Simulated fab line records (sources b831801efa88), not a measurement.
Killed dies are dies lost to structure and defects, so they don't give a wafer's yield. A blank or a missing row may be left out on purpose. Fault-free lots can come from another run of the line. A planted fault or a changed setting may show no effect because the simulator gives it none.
Which tool is to blame? :: flow sky130 :: Sampling: 11 lots, 33 wafers, 5 of 708 route steps

## WHAT THE GAUGES SHOWED, per wafer
SKY_VIA3_THK_MEAS_01. Usual: VIA3_HDPCVD_THK gives 1633 nm (standard deviation 14).
lot: L424
measured: day 38 13:55
on: film_metro-02
VIA3_HDPCVD_THK (nm): 1648 1639 1662
flag: 

lot: L425
measured: day 38 23:52
on: film_metro-02
VIA3_HDPCVD_THK (nm): 1653 1621 1634
flag: 

lot: L426
measured: day 39 06:52
on: film_metro-01
VIA3_HDPCVD_THK (nm): 1636 1618 1623
flag: 

lot: L427
measured: day 39 19:21
on: film_metro-04
VIA3_HDPCVD_THK (nm): 1639 1622 1645
flag: 

lot: L430
measured: day 40 15:27
on: film_metro-02
VIA3_HDPCVD_THK (nm): 1627 1621 1616
flag: 

lot: L437
measured: day 42 08:52
on: film_metro-04
VIA3_HDPCVD_THK (nm): 1345 1326 1622
flag: OFF

lot: L438
measured: day 42 22:19
on: film_metro-01
VIA3_HDPCVD_THK (nm): 1631 1629 1619
flag: 

lot: L440
measured: day 43 13:42
on: film_metro-01
VIA3_HDPCVD_THK (nm): 1662 1660 1658
flag: 

lot: L445
measured: day 44 21:00
on: film_metro-04
VIA3_HDPCVD_THK (nm): 1616 1620 1644
flag: 

lot: L446
measured: day 44 22:51
on: film_metro-02
VIA3_HDPCVD_THK (nm): 1651 1636 1646
flag: 

lot: L447
measured: day 45 12:10
on: film_metro-04
VIA3_HDPCVD_THK (nm): 1633 1637 1636
flag: 

SKY_VIA3_CD_MEAS_12 targets a cd of 200 nm. Usual: cd_nm reads 199.9 nm (standard deviation 1.5).
lot: L424
measured: day 39 14:53
on: cd_sem-02
cd_nm (nm): 200.7 201.3 200.5
flag: 

lot: L425
measured: day 40 00:43
on: cd_sem-02
cd_nm (nm): 200.3 200.6 200.1
flag: 

lot: L426
measured: day 40 09:43
on: cd_sem-02
cd_nm (nm): 198.7 200.3 199.0
flag: 

lot: L427
measured: day 40 20:35
on: cd_sem-02
cd_nm (nm): 200.8 199.7 201.9
flag: 

lot: L430
measured: day 41 16:01
on: cd_sem-02
cd_nm (nm): 200.8 200.6 200.3
flag: 

lot: L437
measured: day 43 08:24
on: cd_sem-01
cd_nm (nm): 202.1 200.5 202.7
flag: 

lot: L438
measured: day 43 21:56
on: cd_sem-02
cd_nm (nm): 200.6 202.3 200.8
flag: 

lot: L440
measured: day 44 13:00
on: cd_sem-01
cd_nm (nm): 197.4 198.0 197.1
flag: 

lot: L445
measured: day 45 19:05
on: cd_sem-02
cd_nm (nm): 197.5 199.0 198.6
flag: 

lot: L446
measured: day 45 20:23
on: cd_sem-01
cd_nm (nm): 201.8 202.9 201.1
flag: 

lot: L447
measured: day 46 08:55
on: cd_sem-01
cd_nm (nm): 201.6 200.8 199.6
flag: 

## WHICH TOOL RAN EACH LOT (tool, then ch and the chambers of the sampled wafers, then the start)
lot: L424
SKY_VIA2_CMP_24: cmp-01 ch 0,2,3, day 36 07:36
SKY_METAL3_DESCUM_15: rie_metal-03 ch 0,1, day 38 12:38
SKY_VIA3_HDPCVD_00: hdpcvd-02 ch 0,1,2, day 38 13:46

lot: L425
SKY_VIA2_CMP_24: cmp-02 ch 1,2,3, day 36 18:05
SKY_METAL3_DESCUM_15: rie_metal-03 ch 0,1, day 38 22:42
SKY_VIA3_HDPCVD_00: hdpcvd-01 ch 0,1,2, day 38 23:43

lot: L426
SKY_VIA2_CMP_24: cmp-01 ch 1,2,3, day 37 01:47
SKY_METAL3_DESCUM_15: rie_metal-01 ch 0,1, day 39 05:44
SKY_VIA3_HDPCVD_00: hdpcvd-01 ch 0,1,2, day 39 06:41

lot: L427
SKY_VIA2_CMP_24: cmp-01 ch 0,2,3, day 37 15:18
SKY_METAL3_DESCUM_15: rie_metal-02 ch 0, day 39 18:07
SKY_VIA3_HDPCVD_00: hdpcvd-02 ch 0,2, day 39 19:11

lot: L430
SKY_VIA2_CMP_24: cmp-02 ch 0,2,3, day 38 11:20
SKY_METAL3_DESCUM_15: rie_metal-02 ch 0, day 40 14:14
SKY_VIA3_HDPCVD_00: hdpcvd-01 ch 0,1,2, day 40 15:17

lot: L437
SKY_VIA2_CMP_24: cmp-02 ch 0,3, day 40 07:22
SKY_METAL3_DESCUM_15: rie_metal-01 ch 0,1, day 42 07:46
SKY_VIA3_HDPCVD_00: hdpcvd-02 ch 1,2, day 42 08:42

lot: L438
SKY_VIA2_CMP_24: cmp-01 ch 0,1,2, day 40 20:08
SKY_METAL3_DESCUM_15: rie_metal-03 ch 0,1, day 42 20:48
SKY_VIA3_HDPCVD_00: hdpcvd-01 ch 0,1,2, day 42 22:09

lot: L440
SKY_VIA2_CMP_24: cmp-01 ch 0,1,3, day 41 12:08
SKY_METAL3_DESCUM_15: rie_metal-01 ch 1, day 43 12:29
SKY_VIA3_HDPCVD_00: hdpcvd-01 ch 1,2, day 43 13:31

lot: L445
SKY_VIA2_CMP_24: cmp-02 ch 0,1,3, day 42 19:18
SKY_METAL3_DESCUM_15: rie_metal-01 ch 1, day 44 19:47
SKY_VIA3_HDPCVD_00: hdpcvd-01 ch 0,1,2, day 44 20:49

lot: L446
SKY_VIA2_CMP_24: cmp-01 ch 0,1,2, day 42 21:47
SKY_METAL3_DESCUM_15: rie_metal-01 ch 1, day 44 21:38
SKY_VIA3_HDPCVD_00: hdpcvd-01 ch 1,2, day 44 22:41

lot: L447
SKY_VIA2_CMP_24: cmp-02 ch 1,3, day 43 12:39
SKY_METAL3_DESCUM_15: rie_metal-02 ch 0,1, day 45 10:51
SKY_VIA3_HDPCVD_00: hdpcvd-01 ch 1,2, day 45 11:59
- SKY_VIA2_CMP_24: polishes, stops on SiO2, t overpolish 20 s, target thk 0 nm.
- SKY_METAL3_DESCUM_15: chemistry O2, time 8 s.
- SKY_VIA3_HDPCVD_00: deposits SiO2, target thk 1635 nm, time 272.5 s.

## AS READ BY THE TOOLS THEMSELVES (means over the sampled wafers that have a number; for cases with no such wafer, the mark the record gives instead)
SKY_VIA2_CMP_24. Usual: motor_current_A 11.1 A, standard deviation 0.76; overpolish_run_s 20.000 s, standard deviation 0.0092; time_to_endpoint_s 103 s, standard deviation 5.1.
lot: L424
tool: cmp-01
motor_current_A (A): 11.9
overpolish_run_s (s): 20.001
time_to_endpoint_s (s): 97
flag: 

lot: L425
tool: cmp-02
motor_current_A (A): 10.2
overpolish_run_s (s): 19.996
time_to_endpoint_s (s): 103
flag: 

lot: L426
tool: cmp-01
motor_current_A (A): 10.9
overpolish_run_s (s): 19.997
time_to_endpoint_s (s): 96
flag: 

lot: L427
tool: cmp-01
motor_current_A (A): 11.4
overpolish_run_s (s): 20.008
time_to_endpoint_s (s): 99
flag: 

lot: L430
tool: cmp-02
motor_current_A (A): 10.4
overpolish_run_s (s): 20.002
time_to_endpoint_s (s): 106
flag: 

lot: L437
tool: cmp-02
motor_current_A (A): 10.5
overpolish_run_s (s): 20.006
time_to_endpoint_s (s): 109
flag: 

lot: L438
tool: cmp-01
motor_current_A (A): 11.0
overpolish_run_s (s): 20.002
time_to_endpoint_s (s): 101
flag: 

lot: L440
tool: cmp-01
motor_current_A (A): 11.3
overpolish_run_s (s): 19.994
time_to_endpoint_s (s): 102
flag: 

lot: L445
tool: cmp-02
motor_current_A (A): 10.9
overpolish_run_s (s): 19.998
time_to_endpoint_s (s): 101
flag: 

lot: L446
tool: cmp-01
motor_current_A (A): 11.5
overpolish_run_s (s): 19.995
time_to_endpoint_s (s): 103
flag: 

lot: L447
tool: cmp-02
motor_current_A (A): 10.3
overpolish_run_s (s): 19.995
time_to_endpoint_s (s): 106
flag: 

SKY_METAL3_DESCUM_15. Usual: drypump_motor_current_A 6.0 A, standard deviation 0.39; oes_product_au 1.005 a.u., standard deviation 0.0072.
lot: L424
tool: rie_metal-03
drypump_motor_current_A (A): 5.5
oes_product_au (a.u.): 0.999
flag: 

lot: L425
tool: rie_metal-03
drypump_motor_current_A (A): 5.3
oes_product_au (a.u.): 0.996
flag: 

lot: L426
tool: rie_metal-01
drypump_motor_current_A (A): 6.2
oes_product_au (a.u.): 1.011
flag: 

lot: L427
tool: rie_metal-02
drypump_motor_current_A (A): 5.8
oes_product_au (a.u.): 1.005
flag: 

lot: L430
tool: rie_metal-02
drypump_motor_current_A (A): 5.8
oes_product_au (a.u.): 0.999
flag: 

lot: L437
tool: rie_metal-01
drypump_motor_current_A (A): 6.2
oes_product_au (a.u.): 1.006
flag: 

lot: L438
tool: rie_metal-03
drypump_motor_current_A (A): 5.5
oes_product_au (a.u.): 1.002
flag: 

lot: L440
tool: rie_metal-01
drypump_motor_current_A (A): 6.2
oes_product_au (a.u.): 1.005
flag: 

lot: L445
tool: rie_metal-01
drypump_motor_current_A (A): 6.2
oes_product_au (a.u.): 1.011
flag: 

lot: L446
tool: rie_metal-01
drypump_motor_current_A (A): 6.2
oes_product_au (a.u.): 1.005
flag: 

lot: L447
tool: rie_metal-02
drypump_motor_current_A (A): 6.3
oes_product_au (a.u.): 1.005
flag: 

SKY_VIA3_HDPCVD_00. Usual: run_length_s 299.8 s, standard deviation 0.47; sih4_flow_sccm 59.98 sccm, standard deviation 0.19.
lot: L424
tool: hdpcvd-02
run_length_s (s): 300.2
sih4_flow_sccm (sccm): 60.02
flag: 

lot: L425
tool: hdpcvd-01
run_length_s (s): 299.6
sih4_flow_sccm (sccm): 59.77
flag: 

lot: L426
tool: hdpcvd-01
run_length_s (s): 299.7
sih4_flow_sccm (sccm): 60.11
flag: 

lot: L427
tool: hdpcvd-02
run_length_s (s): 299.5
sih4_flow_sccm (sccm): 60.15
flag: 

lot: L430
tool: hdpcvd-01
run_length_s (s): 299.9
sih4_flow_sccm (sccm): 59.98
flag: 

lot: L437
tool: hdpcvd-02
run_length_s (s): 268.6
sih4_flow_sccm (sccm): 60.15
flag: OFF

lot: L438
tool: hdpcvd-01
run_length_s (s): 300.1
sih4_flow_sccm (sccm): 60.16
flag: 

lot: L440
tool: hdpcvd-01
run_length_s (s): 299.8
sih4_flow_sccm (sccm): 59.91
flag: 

lot: L445
tool: hdpcvd-01
run_length_s (s): 299.7
sih4_flow_sccm (sccm): 59.92
flag: 

lot: L446
tool: hdpcvd-01
run_length_s (s): 300.0
sih4_flow_sccm (sccm): 59.94
flag: 

lot: L447
tool: hdpcvd-01
run_length_s (s): 299.5
sih4_flow_sccm (sccm): 59.95
flag: 

## THE ANSWER, worked out from the rows above alone
Rule: take the mean of a lot's wafers that have a number; if it is more than 3 standard deviations from the usual mean, the lot is off. A lot without any number at a reading at which 4 lots or more have one is off too. Where the step has rows for the other lots, those lots are counted as sound. First the gauges in route order, then the tools' own readings, where a lot's mean is used as printed above. The first step at which some lot is off is used, and at that step the reading that is off furthest; a lot without a number counts as furthest.
Off: L437, at SKY_VIA3_THK_MEAS_01 (VIA3_HDPCVD_THK).
A tool fits if, at a process step before that reading, it ran every lot that is off, and no sound lot after the first of them. Not tried: the gauges at SKY_VIA3_THK_MEAS_01; whatever is off there is also off at SKY_VIA3_HDPCVD_00, on other tools, and gauge error can't account for it. One fits: SKY_VIA3_HDPCVD_00 on hdpcvd-02. A fault onset in the window from L427 (day 39 19:11, its last sound lot) to L437 (day 42 08:42, its first lot off) fits.
The tool's own readings at SKY_VIA3_HDPCVD_00 bear it out: on the lots that are off they differ by more than 5 times the standard deviation of the sound lots' means. run_length_s reads 268.6 s there against 299.8 s on the sound lots.

## WHAT THE SIMULATOR PUT IN
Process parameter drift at SKY_VIA3_HDPCVD_00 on hdpcvd-02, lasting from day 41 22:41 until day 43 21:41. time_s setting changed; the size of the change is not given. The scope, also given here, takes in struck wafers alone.
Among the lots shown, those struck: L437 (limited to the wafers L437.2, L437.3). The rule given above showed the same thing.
